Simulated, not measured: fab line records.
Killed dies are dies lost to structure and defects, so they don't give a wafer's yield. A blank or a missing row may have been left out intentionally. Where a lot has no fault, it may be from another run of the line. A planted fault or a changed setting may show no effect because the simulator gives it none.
fab line records / flow sfq_line
record: lots: 14 wafers: 42 last_day: 95
route steps=325 shown M0@38 I1@80 I2@105 M7@294
lots with no fault: from the same line, run without faults
start_h: the number of hours between the record's first day and the start of the first shown wafer of the lot / wait_h: how many hours have passed since the lot's step before this one / " as in the row above / L1.1+2: a single row standing in for several wafers / - either no value or no given start / * or withheld: withheld / < > ~ a bound
route shown NAME@n: NAME is a module with steps in the file, n the number in the route of the first one / usual: the fault-free wafers' mean and standard deviation / same: alike in all rows / chamber/n: place in a boat / sites: the reading at each site / _std_site: standard deviation across them / _edge_site: outer sites' mean less inner sites' / radius_mm: for every site, how far away it sits from the centre of the wafer / mask NAME#n: copy n / behind: the tool/chamber that last shaped the wafer / hold: cause of the lot's hold/its duration in hours/its outcome / device: the n, p or np transistor that did not switch / end of line: tests run on the same wafers once the route is complete / step lacking rows: just its recipe / killed: dies that structure and defects cost at the first sort, which is not the same as the wafer's yield / map: per-die view of a wafer (x killed, . not killed, _ where there is no die)
set.NAME: the setting that was run; set.NAME@STEP: the one run at that earlier step / model.NAME: the simulator's own value behind a step, which no gauge read
steps of the route over a sample of lots; a table a step, a row a wafer
services: the hour from which a tool's chamber was out of use, counted from the record's first day as start_h (under 0 if before that day), plus the number of hours and why
== steps ==
step: SFQ_M0_OVL_MEAS_906
usual: M0_OVL: -4/4.9
lot.wafer=L710.3 tool=overlay-01 chamber=- start_h=242.57 wait_h=0.1 M0_OVL[nm]=-6
lot.wafer=L710.4 tool=overlay-01 chamber=- start_h=242.57 wait_h=0.1 M0_OVL[nm]=0
lot.wafer=L710.6 tool=overlay-01 chamber=- start_h=242.57 wait_h=0.1 M0_OVL[nm]=-3
lot.wafer=L713.3 tool=overlay-02 chamber=- start_h=250.97 wait_h=0.1 M0_OVL[nm]=-1
lot.wafer=L713.4 tool=overlay-02 chamber=- start_h=250.97 wait_h=0.1 M0_OVL[nm]=-9
lot.wafer=L713.5 tool=overlay-02 chamber=- start_h=250.97 wait_h=0.1 M0_OVL[nm]=-4
lot.wafer=L714.1 tool=overlay-02 chamber=- start_h=253.36 wait_h=0.1 M0_OVL[nm]=-7
lot.wafer=L714.3 tool=overlay-02 chamber=- start_h=253.36 wait_h=0.1 M0_OVL[nm]=-8
lot.wafer=L714.4 tool=overlay-02 chamber=- start_h=253.36 wait_h=0.1 M0_OVL[nm]=-9
lot.wafer=L715.4 tool=overlay-02 chamber=- start_h=255.77 wait_h=0.1 M0_OVL[nm]=0
lot.wafer=L715.5 tool=overlay-02 chamber=- start_h=255.77 wait_h=0.1 M0_OVL[nm]=-4
lot.wafer=L715.6 tool=overlay-02 chamber=- start_h=255.77 wait_h=0.1 M0_OVL[nm]=2
lot.wafer=L716.2 tool=overlay-01 chamber=- start_h=258.16 wait_h=0.1 M0_OVL[nm]=-1
lot.wafer=L716.4 tool=overlay-01 chamber=- start_h=258.16 wait_h=0.1 M0_OVL[nm]=1
lot.wafer=L716.6 tool=overlay-01 chamber=- start_h=258.16 wait_h=0.1 M0_OVL[nm]=4
lot.wafer=L717.1 tool=overlay-02 chamber=- start_h=267.76 wait_h=0.1 M0_OVL[nm]=2
lot.wafer=L717.4 tool=overlay-02 chamber=- start_h=267.76 wait_h=0.1 M0_OVL[nm]=7
lot.wafer=L717.5 tool=overlay-02 chamber=- start_h=267.76 wait_h=0.1 M0_OVL[nm]=1
lot.wafer=L718.1 tool=overlay-02 chamber=- start_h=272.56 wait_h=0.1 M0_OVL[nm]=-1
lot.wafer=L718.5 tool=overlay-02 chamber=- start_h=272.56 wait_h=0.1 M0_OVL[nm]=4
lot.wafer=L718.6 tool=overlay-02 chamber=- start_h=272.56 wait_h=0.1 M0_OVL[nm]=-2
lot.wafer=L721.1 tool=overlay-01 chamber=- start_h=282.16 wait_h=0.1 M0_OVL[nm]=-13
lot.wafer=L721.2 tool=overlay-01 chamber=- start_h=282.16 wait_h=0.1 M0_OVL[nm]=-6
lot.wafer=L721.6 tool=overlay-01 chamber=- start_h=282.16 wait_h=0.1 M0_OVL[nm]=-4
lot.wafer=L724.1 tool=overlay-02 chamber=- start_h=294.16 wait_h=0.1 M0_OVL[nm]=3
lot.wafer=L724.2 tool=overlay-02 chamber=- start_h=294.16 wait_h=0.1 M0_OVL[nm]=2
lot.wafer=L724.6 tool=overlay-02 chamber=- start_h=294.16 wait_h=0.1 M0_OVL[nm]=5
lot.wafer=L727.1 tool=overlay-01 chamber=- start_h=314.11 wait_h=0.1 M0_OVL[nm]=-1
lot.wafer=L727.5 tool=overlay-01 chamber=- start_h=314.11 wait_h=0.1 M0_OVL[nm]=1
lot.wafer=L727.6 tool=overlay-01 chamber=- start_h=314.11 wait_h=0.1 M0_OVL[nm]=4
lot.wafer=L728.1 tool=overlay-02 chamber=- start_h=450.61 wait_h=0.1 M0_OVL[nm]=-6
lot.wafer=L728.2 tool=overlay-02 chamber=- start_h=450.61 wait_h=0.1 M0_OVL[nm]=-9
lot.wafer=L728.5 tool=overlay-02 chamber=- start_h=450.61 wait_h=0.1 M0_OVL[nm]=-7
lot.wafer=L729.2 tool=overlay-02 chamber=- start_h=471.02 wait_h=0.1 M0_OVL[nm]=-8
lot.wafer=L729.4 tool=overlay-02 chamber=- start_h=471.02 wait_h=0.1 M0_OVL[nm]=-2
lot.wafer=L729.6 tool=overlay-02 chamber=- start_h=471.02 wait_h=0.1 M0_OVL[nm]=-3
lot.wafer=L730.2 tool=overlay-01 chamber=- start_h=490.40 wait_h=0.1 M0_OVL[nm]=-5
lot.wafer=L730.3 tool=overlay-01 chamber=- start_h=490.40 wait_h=0.1 M0_OVL[nm]=-2
lot.wafer=L730.4 tool=overlay-01 chamber=- start_h=490.40 wait_h=0.1 M0_OVL[nm]=-8
lot.wafer=L731.3 tool=overlay-01 chamber=- start_h=495.21 wait_h=0.1 M0_OVL[nm]=-3
lot.wafer=L731.4 tool=overlay-01 chamber=- start_h=495.21 wait_h=0.1 M0_OVL[nm]=-4
lot.wafer=L731.6 tool=overlay-01 chamber=- start_h=495.21 wait_h=0.1 M0_OVL[nm]=-3
step: SFQ_TRILAYER_I1_VIA_LITHO_EXPOSE_050
recipe: mask_id: I1 na: 0.6 source_shape: conventional sigma_outer: 0.65 target_cd_nm: 500 dose_mj: 21.3
usual: exposure_dose_mJ_cm2: 21.297/0.022 focus_offset_nm: 0.1/0.51
lot.wafer=L710.3 tool=krf_scanner-01 chamber=0 start_h=574.49 wait_h=- mask=I1#0 exposure_dose_mJ_cm2=21.303 focus_offset_nm=-0.2
lot.wafer=L710.4 tool=krf_scanner-01 chamber=0 start_h=574.49 wait_h=- mask=I1#0 exposure_dose_mJ_cm2=21.320 focus_offset_nm=0.0
lot.wafer=L710.6 tool=krf_scanner-01 chamber=0 start_h=574.49 wait_h=- mask=I1#0 exposure_dose_mJ_cm2=21.297 focus_offset_nm=0.1
lot.wafer=L713.3 tool=krf_scanner-01 chamber=0 start_h=579.29 wait_h=- mask=I1#0 exposure_dose_mJ_cm2=21.343 focus_offset_nm=-0.5
lot.wafer=L713.4 tool=krf_scanner-01 chamber=0 start_h=579.29 wait_h=- mask=I1#0 exposure_dose_mJ_cm2=21.347 focus_offset_nm=0.1
lot.wafer=L713.5 tool=krf_scanner-01 chamber=0 start_h=579.29 wait_h=- mask=I1#0 exposure_dose_mJ_cm2=21.349 focus_offset_nm=0.3
lot.wafer=L714.1 tool=krf_scanner-01 chamber=- start_h=581.29 wait_h=- mask=I1#0 exposure_dose_mJ_cm2=- focus_offset_nm=-
lot.wafer=L714.3 tool=krf_scanner-01 chamber=- start_h=581.29 wait_h=- mask=I1#0 exposure_dose_mJ_cm2=- focus_offset_nm=-
lot.wafer=L714.4 tool=krf_scanner-01 chamber=- start_h=581.29 wait_h=- mask=I1#0 exposure_dose_mJ_cm2=- focus_offset_nm=-
lot.wafer=L715.4 tool=krf_scanner-01 chamber=- start_h=584.29 wait_h=- mask=I1#0 exposure_dose_mJ_cm2=- focus_offset_nm=-
lot.wafer=L715.5 tool=krf_scanner-01 chamber=- start_h=584.29 wait_h=- mask=I1#0 exposure_dose_mJ_cm2=- focus_offset_nm=-
lot.wafer=L715.6 tool=krf_scanner-01 chamber=- start_h=584.29 wait_h=- mask=I1#0 exposure_dose_mJ_cm2=- focus_offset_nm=-
lot.wafer=L716.2 tool=krf_scanner-01 chamber=0 start_h=586.29 wait_h=- mask=I1#0 exposure_dose_mJ_cm2=21.277 focus_offset_nm=1.1
lot.wafer=L716.4 tool=krf_scanner-01 chamber=0 start_h=586.29 wait_h=- mask=I1#0 exposure_dose_mJ_cm2=21.278 focus_offset_nm=0.6
lot.wafer=L716.6 tool=krf_scanner-01 chamber=0 start_h=586.29 wait_h=- mask=I1#0 exposure_dose_mJ_cm2=21.324 focus_offset_nm=0.5
lot.wafer=L717.1 tool=krf_scanner-01 chamber=0 start_h=587.29 wait_h=- mask=I1#0 exposure_dose_mJ_cm2=21.316 focus_offset_nm=-0.4
lot.wafer=L717.4 tool=krf_scanner-01 chamber=0 start_h=587.29 wait_h=- mask=I1#0 exposure_dose_mJ_cm2=21.318 focus_offset_nm=0.1
lot.wafer=L717.5 tool=krf_scanner-01 chamber=0 start_h=587.29 wait_h=- mask=I1#0 exposure_dose_mJ_cm2=21.287 focus_offset_nm=0.0
lot.wafer=L718.1 tool=krf_scanner-01 chamber=0 start_h=588.49 wait_h=- mask=I1#0 exposure_dose_mJ_cm2=21.289 focus_offset_nm=-0.3
lot.wafer=L718.5 tool=krf_scanner-01 chamber=0 start_h=588.49 wait_h=- mask=I1#0 exposure_dose_mJ_cm2=21.307 focus_offset_nm=-0.4
lot.wafer=L718.6 tool=krf_scanner-01 chamber=0 start_h=588.49 wait_h=- mask=I1#0 exposure_dose_mJ_cm2=21.321 focus_offset_nm=0.1
lot.wafer=L721.1 tool=krf_scanner-01 chamber=0 start_h=598.09 wait_h=- mask=I1#0 exposure_dose_mJ_cm2=21.312 focus_offset_nm=-0.2
lot.wafer=L721.2 tool=krf_scanner-01 chamber=0 start_h=598.09 wait_h=- mask=I1#0 exposure_dose_mJ_cm2=21.300 focus_offset_nm=0.7
lot.wafer=L721.6 tool=krf_scanner-01 chamber=0 start_h=598.09 wait_h=- mask=I1#0 exposure_dose_mJ_cm2=21.307 focus_offset_nm=0.3
lot.wafer=L724.1 tool=krf_scanner-02 chamber=0 start_h=615.01 wait_h=- mask=I1#0 exposure_dose_mJ_cm2=21.302 focus_offset_nm=-0.1
lot.wafer=L724.2 tool=krf_scanner-02 chamber=0 start_h=615.01 wait_h=- mask=I1#0 exposure_dose_mJ_cm2=21.311 focus_offset_nm=0.8
lot.wafer=L724.6 tool=krf_scanner-02 chamber=0 start_h=615.01 wait_h=- mask=I1#0 exposure_dose_mJ_cm2=21.319 focus_offset_nm=1.4
lot.wafer=L727.1 tool=krf_scanner-01 chamber=0 start_h=621.76 wait_h=- mask=I1#0 exposure_dose_mJ_cm2=21.287 focus_offset_nm=-0.5
lot.wafer=L727.5 tool=krf_scanner-01 chamber=0 start_h=621.76 wait_h=- mask=I1#0 exposure_dose_mJ_cm2=21.295 focus_offset_nm=-0.3
lot.wafer=L727.6 tool=krf_scanner-01 chamber=0 start_h=621.76 wait_h=- mask=I1#0 exposure_dose_mJ_cm2=21.319 focus_offset_nm=1.3
lot.wafer=L728.1 tool=krf_scanner-01 chamber=0 start_h=622.96 wait_h=- mask=I1#0 exposure_dose_mJ_cm2=21.289 focus_offset_nm=0.0
lot.wafer=L728.2 tool=krf_scanner-01 chamber=0 start_h=622.96 wait_h=- mask=I1#0 exposure_dose_mJ_cm2=21.292 focus_offset_nm=-0.7
lot.wafer=L728.5 tool=krf_scanner-01 chamber=0 start_h=622.96 wait_h=- mask=I1#0 exposure_dose_mJ_cm2=21.307 focus_offset_nm=0.3
lot.wafer=L729.2 tool=krf_scanner-01 chamber=0 start_h=624.36 wait_h=- mask=I1#0 exposure_dose_mJ_cm2=21.309 focus_offset_nm=0.8
lot.wafer=L729.4 tool=krf_scanner-01 chamber=0 start_h=624.36 wait_h=- mask=I1#0 exposure_dose_mJ_cm2=21.306 focus_offset_nm=-0.2
lot.wafer=L729.6 tool=krf_scanner-01 chamber=0 start_h=624.36 wait_h=- mask=I1#0 exposure_dose_mJ_cm2=21.289 focus_offset_nm=0.1
lot.wafer=L730.2 tool=krf_scanner-02 chamber=0 start_h=933.82 wait_h=- mask=I1#0 exposure_dose_mJ_cm2=21.259 focus_offset_nm=-0.4
lot.wafer=L730.3 tool=krf_scanner-02 chamber=0 start_h=933.82 wait_h=- mask=I1#0 exposure_dose_mJ_cm2=21.280 focus_offset_nm=0.4
lot.wafer=L730.4 tool=krf_scanner-02 chamber=0 start_h=933.82 wait_h=- mask=I1#0 exposure_dose_mJ_cm2=21.248 focus_offset_nm=-0.4
lot.wafer=L731.3 tool=krf_scanner-02 chamber=0 start_h=938.62 wait_h=- mask=I1#0 exposure_dose_mJ_cm2=21.341 focus_offset_nm=1.0
lot.wafer=L731.4 tool=krf_scanner-02 chamber=0 start_h=938.62 wait_h=- mask=I1#0 exposure_dose_mJ_cm2=21.349 focus_offset_nm=1.0
lot.wafer=L731.6 tool=krf_scanner-02 chamber=0 start_h=938.62 wait_h=- mask=I1#0 exposure_dose_mJ_cm2=21.300 focus_offset_nm=0.9
step: SFQ_I2_BOW_MEAS_917
recipe: mode: bow
usual: I2_BOW: 3/9.5
lot.wafer=L710.3 tool=film_metro-04 chamber=- start_h=755.05 wait_h=2.0 I2_BOW[um]=-9
lot.wafer=L710.4 tool=film_metro-04 chamber=- start_h=755.05 wait_h=2.0 I2_BOW[um]=-7
lot.wafer=L710.6 tool=film_metro-04 chamber=- start_h=755.05 wait_h=2.0 I2_BOW[um]=-5
lot.wafer=L713.3 tool=film_metro-01 chamber=- start_h=761.96 wait_h=1.0 I2_BOW[um]=7
lot.wafer=L713.4 tool=film_metro-01 chamber=- start_h=761.96 wait_h=1.0 I2_BOW[um]=-4
lot.wafer=L713.5 tool=film_metro-01 chamber=- start_h=761.96 wait_h=1.0 I2_BOW[um]=4
lot.wafer=L714.1 tool=film_metro-04 chamber=- start_h=763.36 wait_h=1.5 I2_BOW[um]=10
lot.wafer=L714.3 tool=film_metro-04 chamber=- start_h=763.36 wait_h=1.5 I2_BOW[um]=12
lot.wafer=L714.4 tool=film_metro-04 chamber=- start_h=763.36 wait_h=1.5 I2_BOW[um]=5
lot.wafer=L715.4 tool=film_metro-03 chamber=- start_h=764.98 wait_h=2.6 I2_BOW[um]=3
lot.wafer=L715.5 tool=film_metro-03 chamber=- start_h=764.98 wait_h=2.6 I2_BOW[um]=20
lot.wafer=L715.6 tool=film_metro-03 chamber=- start_h=764.98 wait_h=2.6 I2_BOW[um]=7
lot.wafer=L716.2 tool=film_metro-01 chamber=- start_h=767.02 wait_h=1.5 I2_BOW[um]=7
lot.wafer=L716.4 tool=film_metro-01 chamber=- start_h=767.02 wait_h=1.5 I2_BOW[um]=2
lot.wafer=L716.6 tool=film_metro-01 chamber=- start_h=767.02 wait_h=1.5 I2_BOW[um]=5
lot.wafer=L717.1 tool=film_metro-04 chamber=- start_h=768.57 wait_h=2.0 I2_BOW[um]=13
lot.wafer=L717.4 tool=film_metro-04 chamber=- start_h=768.57 wait_h=2.0 I2_BOW[um]=7
lot.wafer=L717.5 tool=film_metro-04 chamber=- start_h=768.57 wait_h=2.0 I2_BOW[um]=20
lot.wafer=L718.1 tool=film_metro-01 chamber=- start_h=770.00 wait_h=1.0 I2_BOW[um]=7
lot.wafer=L718.5 tool=film_metro-01 chamber=- start_h=770.00 wait_h=1.0 I2_BOW[um]=1
lot.wafer=L718.6 tool=film_metro-01 chamber=- start_h=770.00 wait_h=1.0 I2_BOW[um]=1
lot.wafer=L721.1 tool=film_metro-03 chamber=- start_h=783.70 wait_h=1.0 I2_BOW[um]=7
lot.wafer=L721.2 tool=film_metro-03 chamber=- start_h=783.70 wait_h=1.0 I2_BOW[um]=3
lot.wafer=L721.6 tool=film_metro-03 chamber=- start_h=783.70 wait_h=1.0 I2_BOW[um]=22
lot.wafer=L724.1 tool=film_metro-04 chamber=- start_h=798.70 wait_h=2.5 I2_BOW[um]=0
lot.wafer=L724.2 tool=film_metro-04 chamber=- start_h=798.70 wait_h=2.5 I2_BOW[um]=14
lot.wafer=L724.6 tool=film_metro-04 chamber=- start_h=798.70 wait_h=2.5 I2_BOW[um]=21
lot.wafer=L727.1 tool=film_metro-03 chamber=- start_h=805.20 wait_h=2.5 I2_BOW[um]=-4
lot.wafer=L727.5 tool=film_metro-03 chamber=- start_h=805.20 wait_h=2.5 I2_BOW[um]=10
lot.wafer=L727.6 tool=film_metro-03 chamber=- start_h=805.20 wait_h=2.5 I2_BOW[um]=4
lot.wafer=L728.1 tool=film_metro-01 chamber=- start_h=807.70 wait_h=1.5 I2_BOW[um]=7
lot.wafer=L728.2 tool=film_metro-01 chamber=- start_h=807.70 wait_h=1.5 I2_BOW[um]=13
lot.wafer=L728.5 tool=film_metro-01 chamber=- start_h=807.70 wait_h=1.5 I2_BOW[um]=11
lot.wafer=L729.2 tool=film_metro-03 chamber=- start_h=810.72 wait_h=2.0 I2_BOW[um]=-6
lot.wafer=L729.4 tool=film_metro-03 chamber=- start_h=810.72 wait_h=2.0 I2_BOW[um]=-6
lot.wafer=L729.6 tool=film_metro-03 chamber=- start_h=810.72 wait_h=2.0 I2_BOW[um]=-2
lot.wafer=L730.2 tool=film_metro-04 chamber=- start_h=1007.45 wait_h=1.5 I2_BOW[um]=-4
lot.wafer=L730.3 tool=film_metro-04 chamber=- start_h=1007.45 wait_h=1.5 I2_BOW[um]=3
lot.wafer=L730.4 tool=film_metro-04 chamber=- start_h=1007.45 wait_h=1.5 I2_BOW[um]=-5
lot.wafer=L731.3 tool=film_metro-01 chamber=- start_h=1018.17 wait_h=1.5 I2_BOW[um]=-13
lot.wafer=L731.4 tool=film_metro-01 chamber=- start_h=1018.17 wait_h=1.5 I2_BOW[um]=-14
lot.wafer=L731.6 tool=film_metro-01 chamber=- start_h=1018.17 wait_h=1.5 I2_BOW[um]=-17
step: SFQ_TRILAYER_M7_STRIP_STRIP_181
recipe: gas: O2 power_w: 200 platen_temp_c: 40 overash_fraction: 0.65 chemistry: O2 pressure_mtorr: 50
usual: chamber_pressure_mTorr: 49.99/0.043 drypump_motor_current_A: 5.6/0.35 oes_product_au: 0.999/0.009
lot.wafer=L710.3 tool=rie_metal-02 chamber=1 start_h=1795.67 wait_h=0.2 chamber_pressure_mTorr=50.04 drypump_motor_current_A=6.3 oes_product_au=1.000 rf_hours_counter_h=-
lot.wafer=L710.4 tool=rie_metal-02 chamber=0 start_h=1795.67 wait_h=0.2 chamber_pressure_mTorr=49.93 drypump_motor_current_A=5.4 oes_product_au=1.000 rf_hours_counter_h=-
lot.wafer=L710.6 tool=rie_metal-02 chamber=0 start_h=1795.67 wait_h=0.2 chamber_pressure_mTorr=49.92 drypump_motor_current_A=5.4 oes_product_au=1.001 rf_hours_counter_h=-
lot.wafer=L713.3 tool=rie_metal-02 chamber=0 start_h=1846.11 wait_h=0.2 chamber_pressure_mTorr=50.02 drypump_motor_current_A=5.4 oes_product_au=0.992 rf_hours_counter_h=-
lot.wafer=L713.4 tool=rie_metal-02 chamber=1 start_h=1846.11 wait_h=0.2 chamber_pressure_mTorr=49.98 drypump_motor_current_A=6.3 oes_product_au=0.988 rf_hours_counter_h=-
lot.wafer=L713.5 tool=rie_metal-02 chamber=0 start_h=1846.11 wait_h=0.2 chamber_pressure_mTorr=49.96 drypump_motor_current_A=5.4 oes_product_au=0.987 rf_hours_counter_h=-
lot.wafer=L714.1 tool=rie_metal-01 chamber=1 start_h=2002.65 wait_h=0.1 chamber_pressure_mTorr=50.00 drypump_motor_current_A=5.5 oes_product_au=1.016 rf_hours_counter_h=13
lot.wafer=L714.3 tool=rie_metal-01 chamber=0 start_h=2002.65 wait_h=0.1 chamber_pressure_mTorr=50.00 drypump_motor_current_A=5.8 oes_product_au=1.000 rf_hours_counter_h=-
lot.wafer=L714.4 tool=rie_metal-01 chamber=1 start_h=2002.65 wait_h=0.1 chamber_pressure_mTorr=49.94 drypump_motor_current_A=5.4 oes_product_au=1.001 rf_hours_counter_h=-
lot.wafer=L715.4 tool=rie_metal-02 chamber=0 start_h=2006.45 wait_h=0.2 chamber_pressure_mTorr=49.96 drypump_motor_current_A=5.4 oes_product_au=0.999 rf_hours_counter_h=-
lot.wafer=L715.5 tool=rie_metal-02 chamber=1 start_h=2006.45 wait_h=0.2 chamber_pressure_mTorr=49.94 drypump_motor_current_A=6.2 oes_product_au=0.994 rf_hours_counter_h=-
lot.wafer=L715.6 tool=rie_metal-02 chamber=0 start_h=2006.45 wait_h=0.2 chamber_pressure_mTorr=50.08 drypump_motor_current_A=5.4 oes_product_au=0.999 rf_hours_counter_h=-
lot.wafer=L716.2 tool=rie_metal-01 chamber=0 start_h=2009.85 wait_h=0.1 chamber_pressure_mTorr=49.98 drypump_motor_current_A=5.8 oes_product_au=1.004 rf_hours_counter_h=4
lot.wafer=L716.4 tool=rie_metal-01 chamber=1 start_h=2009.85 wait_h=0.1 chamber_pressure_mTorr=49.93 drypump_motor_current_A=5.4 oes_product_au=1.009 rf_hours_counter_h=-
lot.wafer=L716.6 tool=rie_metal-01 chamber=0 start_h=2009.85 wait_h=0.1 chamber_pressure_mTorr=50.00 drypump_motor_current_A=5.8 oes_product_au=0.989 rf_hours_counter_h=-
lot.wafer=L717.1 tool=rie_metal-03 chamber=1 start_h=2015.85 wait_h=0.1 chamber_pressure_mTorr=49.99 drypump_motor_current_A=5.3 oes_product_au=0.997 rf_hours_counter_h=94
lot.wafer=L717.4 tool=rie_metal-03 chamber=1 start_h=2015.85 wait_h=0.1 chamber_pressure_mTorr=50.00 drypump_motor_current_A=5.3 oes_product_au=0.989 rf_hours_counter_h=-
lot.wafer=L717.5 tool=rie_metal-03 chamber=1 start_h=2015.85 wait_h=0.1 chamber_pressure_mTorr=49.96 drypump_motor_current_A=5.3 oes_product_au=0.999 rf_hours_counter_h=-
lot.wafer=L718.1 tool=rie_metal-01 chamber=0 start_h=2025.45 wait_h=0.1 chamber_pressure_mTorr=50.09 drypump_motor_current_A=5.8 oes_product_au=0.989 rf_hours_counter_h=7
lot.wafer=L718.5 tool=rie_metal-01 chamber=0 start_h=2025.45 wait_h=0.1 chamber_pressure_mTorr=49.97 drypump_motor_current_A=5.9 oes_product_au=0.995 rf_hours_counter_h=-
lot.wafer=L718.6 tool=rie_metal-01 chamber=1 start_h=2025.45 wait_h=0.1 chamber_pressure_mTorr=50.00 drypump_motor_current_A=5.4 oes_product_au=1.009 rf_hours_counter_h=-
lot.wafer=L721.1 tool=rie_metal-02 chamber=1 start_h=2034.00 wait_h=0.1 chamber_pressure_mTorr=50.08 drypump_motor_current_A=6.2 oes_product_au=0.996 rf_hours_counter_h=77
lot.wafer=L721.2 tool=rie_metal-02 chamber=0 start_h=2034.00 wait_h=0.1 chamber_pressure_mTorr=50.02 drypump_motor_current_A=5.4 oes_product_au=1.003 rf_hours_counter_h=139
lot.wafer=L721.6 tool=rie_metal-02 chamber=0 start_h=2034.00 wait_h=0.1 chamber_pressure_mTorr=50.00 drypump_motor_current_A=5.4 oes_product_au=0.990 rf_hours_counter_h=-
lot.wafer=L724.1 tool=rie_metal-02 chamber=1 start_h=2047.20 wait_h=0.1 chamber_pressure_mTorr=50.05 drypump_motor_current_A=6.3 oes_product_au=1.010 rf_hours_counter_h=79
lot.wafer=L724.2 tool=rie_metal-02 chamber=0 start_h=2047.20 wait_h=0.1 chamber_pressure_mTorr=49.99 drypump_motor_current_A=5.4 oes_product_au=0.990 rf_hours_counter_h=141
lot.wafer=L724.6 tool=rie_metal-02 chamber=0 start_h=2047.20 wait_h=0.1 chamber_pressure_mTorr=49.93 drypump_motor_current_A=5.4 oes_product_au=1.007 rf_hours_counter_h=-
lot.wafer=L727.1 tool=rie_metal-01 chamber=1 start_h=2064.00 wait_h=0.1 chamber_pressure_mTorr=49.99 drypump_motor_current_A=5.4 oes_product_au=1.013 rf_hours_counter_h=25
lot.wafer=L727.5 tool=rie_metal-01 chamber=0 start_h=2064.00 wait_h=0.1 chamber_pressure_mTorr=49.97 drypump_motor_current_A=5.9 oes_product_au=0.990 rf_hours_counter_h=-
lot.wafer=L727.6 tool=rie_metal-01 chamber=1 start_h=2064.00 wait_h=0.1 chamber_pressure_mTorr=50.04 drypump_motor_current_A=5.5 oes_product_au=1.027 rf_hours_counter_h=-
lot.wafer=L728.1 tool=rie_metal-03 chamber=0 start_h=2069.77 wait_h=0.1 chamber_pressure_mTorr=49.99 drypump_motor_current_A=5.4 oes_product_au=0.988 rf_hours_counter_h=118
lot.wafer=L728.2 tool=rie_metal-03 chamber=1 start_h=2069.77 wait_h=0.1 chamber_pressure_mTorr=50.06 drypump_motor_current_A=5.3 oes_product_au=0.991 rf_hours_counter_h=103
lot.wafer=L728.5 tool=rie_metal-03 chamber=1 start_h=2069.77 wait_h=0.1 chamber_pressure_mTorr=50.03 drypump_motor_current_A=5.3 oes_product_au=0.997 rf_hours_counter_h=-
lot.wafer=L729.2 tool=rie_metal-01 chamber=1 start_h=2075.77 wait_h=0.1 chamber_pressure_mTorr=50.04 drypump_motor_current_A=5.5 oes_product_au=1.000 rf_hours_counter_h=26
lot.wafer=L729.4 tool=rie_metal-01 chamber=1 start_h=2075.77 wait_h=0.1 chamber_pressure_mTorr=50.04 drypump_motor_current_A=5.5 oes_product_au=1.004 rf_hours_counter_h=-
lot.wafer=L729.6 tool=rie_metal-01 chamber=1 start_h=2075.77 wait_h=0.1 chamber_pressure_mTorr=49.95 drypump_motor_current_A=5.5 oes_product_au=1.010 rf_hours_counter_h=-
lot.wafer=L730.2 tool=rie_metal-03 chamber=0 start_h=2091.44 wait_h=0.1 chamber_pressure_mTorr=49.95 drypump_motor_current_A=5.3 oes_product_au=0.992 rf_hours_counter_h=121
lot.wafer=L730.3 tool=rie_metal-03 chamber=0 start_h=2091.44 wait_h=0.1 chamber_pressure_mTorr=50.01 drypump_motor_current_A=5.3 oes_product_au=0.982 rf_hours_counter_h=-
lot.wafer=L730.4 tool=rie_metal-03 chamber=1 start_h=2091.44 wait_h=0.1 chamber_pressure_mTorr=50.01 drypump_motor_current_A=5.3 oes_product_au=0.996 rf_hours_counter_h=-
lot.wafer=L731.3 tool=rie_metal-01 chamber=1 start_h=2097.57 wait_h=0.2 chamber_pressure_mTorr=49.90 drypump_motor_current_A=5.4 oes_product_au=1.015 rf_hours_counter_h=-
lot.wafer=L731.4 tool=rie_metal-01 chamber=0 start_h=2097.57 wait_h=0.2 chamber_pressure_mTorr=49.99 drypump_motor_current_A=5.9 oes_product_au=0.990 rf_hours_counter_h=-
lot.wafer=L731.6 tool=rie_metal-01 chamber=1 start_h=2097.57 wait_h=0.2 chamber_pressure_mTorr=50.01 drypump_motor_current_A=5.5 oes_product_au=1.009 rf_hours_counter_h=-
== services ==
tool=krf_scanner-01 chamber=- start_h=611.29 hours=0.8 kind=pm
tool=krf_scanner-01 chamber=- start_h=625.41 hours=0.9 kind=repair
tool=krf_scanner-01 chamber=- start_h=625.50 hours=0.2 kind=repair
tool=krf_scanner-01 chamber=- start_h=652.96 hours=1.3 kind=pm
tool=krf_scanner-01 chamber=- start_h=705.28 hours=0.2 kind=repair
tool=krf_scanner-01 chamber=- start_h=705.99 hours=1.0 kind=pm
tool=krf_scanner-01 chamber=- start_h=723.98 hours=4.0 kind=pm
tool=krf_scanner-01 chamber=- start_h=765.59 hours=0.3 kind=repair
tool=krf_scanner-01 chamber=- start_h=771.66 hours=0.9 kind=repair
tool=krf_scanner-01 chamber=- start_h=779.93 hours=0.8 kind=pm
tool=krf_scanner-01 chamber=- start_h=825.27 hours=1.3 kind=pm
tool=krf_scanner-01 chamber=- start_h=875.77 hours=1.0 kind=pm
tool=krf_scanner-01 chamber=- start_h=923.97 hours=2.1 kind=repair
tool=krf_scanner-01 chamber=- start_h=948.88 hours=0.8 kind=pm
tool=krf_scanner-01 chamber=- start_h=953.23 hours=7.2 kind=pm
tool=krf_scanner-01 chamber=- start_h=976.03 hours=3.6 kind=pm
tool=krf_scanner-01 chamber=- start_h=1001.19 hours=1.3 kind=pm
tool=krf_scanner-01 chamber=- start_h=1044.49 hours=1.0 kind=pm
tool=krf_scanner-01 chamber=- start_h=1059.89 hours=4.4 kind=pm
tool=krf_scanner-01 chamber=- start_h=1117.74 hours=0.8 kind=pm
tool=krf_scanner-01 chamber=- start_h=1176.54 hours=1.3 kind=pm
tool=krf_scanner-01 chamber=- start_h=1183.93 hours=0.8 kind=repair
tool=krf_scanner-01 chamber=- start_h=1212.79 hours=1.0 kind=pm
tool=krf_scanner-01 chamber=- start_h=1236.19 hours=1.8 kind=repair
== key ==
first_sign: step: SFQ_TRILAYER_I1_VIA_LITHO_EXPOSE_050 reading: tool_record direction: missing
effect none on later readings
met_at SFQ_TRILAYER_I1_VIA_LITHO_EXPOSE_050
struck_lots L714,L715
not_acting_at SFQ_M0_OVL_MEAS_906,SFQ_I2_BOW_MEAS_917,SFQ_TRILAYER_M7_STRIP_STRIP_181
onset_between 579.29 581.29
fault: kind: skipped_step_whole tool: krf_scanner-01 chamber: - onset_h: 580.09 steps: SFQ_TRILAYER_I1_VIA_LITHO_EXPOSE_050 scope: struck_lots_only
